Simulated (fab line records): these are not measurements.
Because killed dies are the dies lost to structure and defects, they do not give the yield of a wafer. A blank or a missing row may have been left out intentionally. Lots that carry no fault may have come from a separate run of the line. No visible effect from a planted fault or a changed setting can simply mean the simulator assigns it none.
What tool caused it? | flow sky130 | 14 lots with 40 wafers sampled at 7 steps, on a route of 708 steps

== WHAT EACH GAUGE READ, for each wafer ==
SKY_SONOS_ONO_CD_MEAS_13: target cd 410 nm.
lot  | measured     | on        | cd-nm (nm)
L116 | day 12 18:05 | cd-sem-02 | 408.3 406.4 408.4
L117 | day 12 22:15 | cd-sem-02 | 408.5 410.3 408.8
L120 | day 14 00:56 | cd-sem-02 | 408.0 408.9 409.4
L121 | day 14 12:22 | cd-sem-01 | 404.9 405.9 407.1
L124 | day 15 05:21 | cd-sem-01 | 412.8 412.7 410.7
L125 | day 15 18:25 | cd-sem-02 | 412.5 413.5 413.1
L126 | day 16 05:10 | cd-sem-02 | 408.0 408.9 409.9
L127 | day 16 08:22 | cd-sem-02 | 407.6 408.6 410.1
L132 | day 18 02:55 | cd-sem-01 | 409.4 409.7
L134 | day 18 23:08 | cd-sem-01 | 412.1 411.8
L136 | day 19 09:14 | cd-sem-02 | 409.3 409.4 408.8
L137 | day 19 15:15 | cd-sem-01 | 409.9 408.6 408.3
L138 | day 20 04:56 | cd-sem-01 | 414.3 411.2 414.3
L139 | day 20 13:46 | cd-sem-01 | 409.7 411.7 411.0

SKY_LDD_HVP_OVL_MEAS_07.
lot  | measured     | on         | LDD_HVP_OVL (nm)
L116 | day 21 14:19 | overlay-02 | -2.2 -0.6 -1.6
L117 | day 21 20:14 | overlay-02 | -0.1 0.1 0.0
L120 | day 23 00:31 | overlay-02 | -1.7 -0.4 -2.6
L121 | day 23 13:12 | overlay-01 | 1.2 -0.4 0.1
L124 | day 24 12:06 | overlay-02 | 1.7 1.0 2.2
L125 | day 25 01:19 | overlay-01 | 0.0 0.0 1.2
L126 | day 25 12:25 | overlay-01 | -1.1 -1.1 -2.3
L127 | day 25 18:34 | overlay-02 | 1.4 1.2 0.6
L132 | day 27 10:10 | overlay-01 | 3.2 3.2
L134 | day 28 02:58 | overlay-02 | -0.7 0.1
L136 | day 28 12:52 | overlay-02 | 0.9 -0.8 0.8
L137 | day 28 17:04 | overlay-01 | -2.0 -1.9 -2.1
L138 | day 29 06:42 | overlay-02 | -1.1 -0.6 -0.5
L139 | day 29 12:28 | overlay-01 | 2.8 2.4 2.3

SKY_RES_XHIGH_TW_MEAS_09.
lot  | measured     | on            | RES_XHIGH_TW
L116 | day 26 15:34 | film-metro-03 | 1651 1639 1645
L117 | day 26 20:53 | film-metro-02 | 1641 1625 1630
L120 | day 28 02:13 | film-metro-03 | 1636 1647 1639
L121 | day 28 12:28 | film-metro-03 | 1645 1642 1639
L124 | day 29 10:16 | film-metro-03 | 1624 1631 1636
L125 | day 29 22:58 | film-metro-04 | 1658 1663 1665
L126 | day 30 08:28 | film-metro-04 | 1658 1641 1652
L127 | day 30 15:04 | film-metro-02 | 1645 1647 1646
L132 | day 32 04:10 | film-metro-04 | 1577 1656
L134 | day 32 23:40 | film-metro-03 | 1555 1651
L136 | day 33 05:55 | film-metro-04 | 1647 1655 1658
L137 | day 33 10:22 | film-metro-04 | 1651 1653 1652
L138 | day 34 00:27 | film-metro-04 | 1666 1661 1662
L139 | day 34 03:12 | film-metro-03 | 1640 1654 1641

SKY_SD_N_RS_MEAS_18: uses a four-point probe to measure.
lot  | measured     | on            | RES_XHIGH_RS (ohm/sq)
L116 | day 27 21:14 | film-metro-02 | 331.7 332.1 331.8
L117 | day 28 02:48 | film-metro-02 | 332.0 332.5 332.7
L120 | day 29 07:46 | film-metro-02 | 334.4 334.1 334.5
L121 | day 29 16:30 | film-metro-03 | 332.6 331.7 332.4
L124 | day 30 14:37 | film-metro-03 | 334.4 334.8 334.2
L125 | day 31 03:33 | film-metro-04 | 334.3 332.8 333.0
L126 | day 31 12:55 | film-metro-02 | 331.1 332.4 331.9
L127 | day 31 19:01 | film-metro-02 | 333.9 334.6 333.9
L132 | day 33 07:34 | film-metro-04 | 383.1 334.9
L134 | day 34 02:55 | film-metro-04 | 380.7 332.7
L136 | day 34 08:56 | film-metro-04 | 333.3 333.2 333.1
L137 | day 34 13:59 | film-metro-03 | 334.2 334.2 334.0
L138 | day 35 03:53 | film-metro-03 | 333.2 333.3 330.3
L139 | day 35 06:14 | film-metro-03 | 335.4 335.6 335.2

== WHAT TOOL EACH LOT RAN ON (gives the tool, then ch and the chambers of the sampled wafers, and finally the start) ==
lot  | SKY_POLY_CUT_STRIP_12                | SKY_RES_XHIGH_IMPLANT_07        | SKY_RES_XHIGH_STRIP_08
L116 | plasma-asher-04 ch 0,1, day 24 04:42 | implanter-01 ch 0, day 26 15:19 | plasma-asher-02 ch 0,1, day 26 15:28
L117 | plasma-asher-02 ch 0,1, day 24 10:05 | implanter-03 ch 0, day 26 20:40 | plasma-asher-02 ch 0,1, day 26 20:47
L120 | plasma-asher-04 ch 0,1, day 25 15:11 | implanter-02 ch 0, day 28 01:59 | plasma-asher-02 ch 0,1, day 28 02:07
L121 | plasma-asher-01 ch 0,1, day 26 02:33 | implanter-03 ch 0, day 28 12:13 | plasma-asher-03 ch 0,1, day 28 12:21
L124 | plasma-asher-02 ch 0,1, day 27 01:00 | implanter-01 ch 0, day 29 10:01 | plasma-asher-03 ch 0,1, day 29 10:10
L125 | plasma-asher-01 ch 1, day 27 14:35   | implanter-02 ch 0, day 29 22:44 | plasma-asher-01 ch 1, day 29 22:52
L126 | plasma-asher-04 ch 0,1, day 28 00:17 | implanter-03 ch 0, day 30 08:13 | plasma-asher-02 ch 0,1, day 30 08:21
L127 | plasma-asher-04 ch 0,1, day 28 06:36 | implanter-01 ch 0, day 30 14:49 | plasma-asher-03 ch 1, day 30 14:57
L132 | plasma-asher-02 ch 0,1, day 29 21:06 | implanter-03 ch 0, day 32 03:56 | plasma-asher-02 ch 1, day 32 04:04
L134 | plasma-asher-04 ch 0, day 30 17:11   | implanter-03 ch 0, day 32 23:27 | plasma-asher-03 ch 1, day 32 23:35
L136 | plasma-asher-02 ch 0,1, day 30 23:15 | implanter-02 ch 0, day 33 05:40 | plasma-asher-01 ch 0,1, day 33 05:49
L137 | plasma-asher-02 ch 0,1, day 31 03:54 | implanter-02 ch 0, day 33 10:07 | plasma-asher-02 ch 0,1, day 33 10:16
L138 | plasma-asher-04 ch 0,1, day 31 16:59 | implanter-02 ch 0, day 34 00:12 | plasma-asher-01 ch 0,1, day 34 00:21
L139 | plasma-asher-04 ch 0,1, day 31 20:53 | implanter-02 ch 0, day 34 02:57 | plasma-asher-01 ch 0,1, day 34 03:06
- SKY_POLY_CUT_STRIP_12: strips in O2/N2.
- SKY_RES_XHIGH_IMPLANT_07
- SKY_RES_XHIGH_STRIP_08: strips in O2/N2.

== WHAT THE TOOLS THEMSELVES READ (means of the sampled wafers that have a number; where no wafer has one, the mark that the record gives instead) ==
SKY_POLY_CUT_STRIP_12.
lot  | tool            | chamber-pressure-mTorr (mTorr) | drypump-motor-current-A (A) | oes-product-au (a.u.) | strip-time-to-endpoint-s (s)
L116 | plasma-asher-04 | 1499.2                         | 6.28                        | 0.452                 | 5.364
L117 | plasma-asher-02 | 1501.2                         | 6.01                        | 0.453                 | 5.367
L120 | plasma-asher-04 | 1500.9                         | 6.29                        | 0.452                 | 5.381
L121 | plasma-asher-01 | 1500.6                         | 6.01                        | 0.448                 | 5.348
L124 | plasma-asher-02 | 1501.4                         | 6.02                        | 0.451                 | 5.353
L125 | plasma-asher-01 | 1498.9                         | 6.33                        | 0.453                 | 5.337
L126 | plasma-asher-04 | 1501.1                         | 6.33                        | 0.457                 | 5.349
L127 | plasma-asher-04 | 1499.8                         | 6.32                        | 0.453                 | 5.332
L132 | plasma-asher-02 | 1502.5                         | 6.14                        | 0.458                 | 5.358
L134 | plasma-asher-04 | 1499.8                         | 6.35                        | 0.455                 | 5.365
L136 | plasma-asher-02 | 1499.8                         | 6.29                        | 0.450                 | 5.354
L137 | plasma-asher-02 | 1500.1                         | 6.27                        | 0.449                 | 5.350
L138 | plasma-asher-04 | 1500.3                         | 6.31                        | 0.454                 | 5.344
L139 | plasma-asher-04 | 1499.9                         | 6.31                        | 0.455                 | 5.364

SKY_RES_XHIGH_IMPLANT_07.
lot  | tool         | beam-energy-keV | end-station-pressure-torr (Torr) | faraday-current-uA
L116 | implanter-01 | 20.006          | 5.30e-06                         | 536
L117 | implanter-03 | 19.998          | 5.44e-06                         | 497
L120 | implanter-02 | 20.007          | 5.36e-06                         | 584
L121 | implanter-03 | 20.002          | 5.34e-06                         | 509
L124 | implanter-01 | 19.995          | 5.27e-06                         | 536
L125 | implanter-02 | 20.000          | 5.10e-06                         | 584
L126 | implanter-03 | 20.007          | 5.27e-06                         | 501
L127 | implanter-01 | 20.000          | 5.17e-06                         | 527
L132 | implanter-03 | 20.004          | 5.25e-06                         | 552
L134 | implanter-03 | 20.008          | 4.77e-06                         | 548
L136 | implanter-02 | 20.006          | 4.99e-06                         | 582
L137 | implanter-02 | 20.008          | 5.20e-06                         | 584
L138 | implanter-02 | 20.004          | 5.24e-06                         | 570
L139 | implanter-02 | 19.994          | 5.50e-06                         | 594

SKY_RES_XHIGH_STRIP_08.
lot  | tool            | chamber-pressure-mTorr (mTorr) | drypump-motor-current-A (A) | oes-product-au (a.u.) | strip-time-to-endpoint-s (s)
L116 | plasma-asher-02 | 1498.6                         | 6.0                         | 0.709                 | 14.26
L117 | plasma-asher-02 | 1500.2                         | 6.3                         | 0.711                 | 14.18
L120 | plasma-asher-02 | 1500.1                         | 6.3                         | 0.713                 | 14.26
L121 | plasma-asher-03 | 1499.9                         | 6.0                         | 0.710                 | 14.29
L124 | plasma-asher-03 | 1500.7                         | 6.1                         | 0.713                 | 14.27
L125 | plasma-asher-01 | 1500.2                         | 6.4                         | 0.710                 | 14.24
L126 | plasma-asher-02 | 1499.2                         | 6.3                         | 0.710                 | 14.27
L127 | plasma-asher-03 | 1501.7                         | 6.1                         | 0.713                 | 14.23
L132 | plasma-asher-02 | 1499.3                         | 6.5                         | 0.716                 | 14.20
L134 | plasma-asher-03 | 1499.3                         | 6.2                         | 0.716                 | 14.21
L136 | plasma-asher-01 | 1499.4                         | 6.2                         | 0.709                 | 14.20
L137 | plasma-asher-02 | 1499.8                         | 6.3                         | 0.711                 | 14.30
L138 | plasma-asher-01 | 1499.3                         | 6.2                         | 0.715                 | 14.28
L139 | plasma-asher-01 | 1501.3                         | 6.2                         | 0.717                 | 14.29

== THE ANSWER, worked out from the rows above alone ==
Rule: usual is defined by the lots themselves. The widest of any qualifying gaps counts: lots, ordered by their means at a reading, are off when they make up no more than a third of the lots, leave a main group of 4 or more, and stand apart from it by 3 or more times the standard deviation of that group's means. A main group whose means are all the same, to the digits that the tables above print for the reading, isn't used. Also off: a lot with no number at a reading for which 4 or more lots have one. The other lots that the step has rows for count as sound. After the gauges, taken in route order, come the tools' own readings; for these a lot's mean is taken, as printed above. At the first step where some lot is off, the reading lying furthest off is the one used; lots without a number count as furthest.
Off: L132, L134, at SKY_SD_N_RS_MEAS_18 (RES_XHIGH_RS). The main group: mean 333.3 ohm/sq, standard deviation 1.1.
If a tool, at a process step before that reading, ran all the lots that are off and no sound lot after the first of them, it fits. Gauges at SKY_SD_N_RS_MEAS_18: tried the same way as those tools. One candidate fits, namely implanter-03 at SKY_RES_XHIGH_IMPLANT_07. Its last sound lot is L126 (day 30 08:13), its first lot that is off L132 (day 32 03:56): a fault that began between those two fits.

== WHAT WAS PUT IN BY THE SIMULATOR ==
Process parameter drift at SKY_RES_XHIGH_IMPLANT_07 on implanter-03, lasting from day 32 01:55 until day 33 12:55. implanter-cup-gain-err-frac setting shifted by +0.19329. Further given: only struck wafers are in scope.
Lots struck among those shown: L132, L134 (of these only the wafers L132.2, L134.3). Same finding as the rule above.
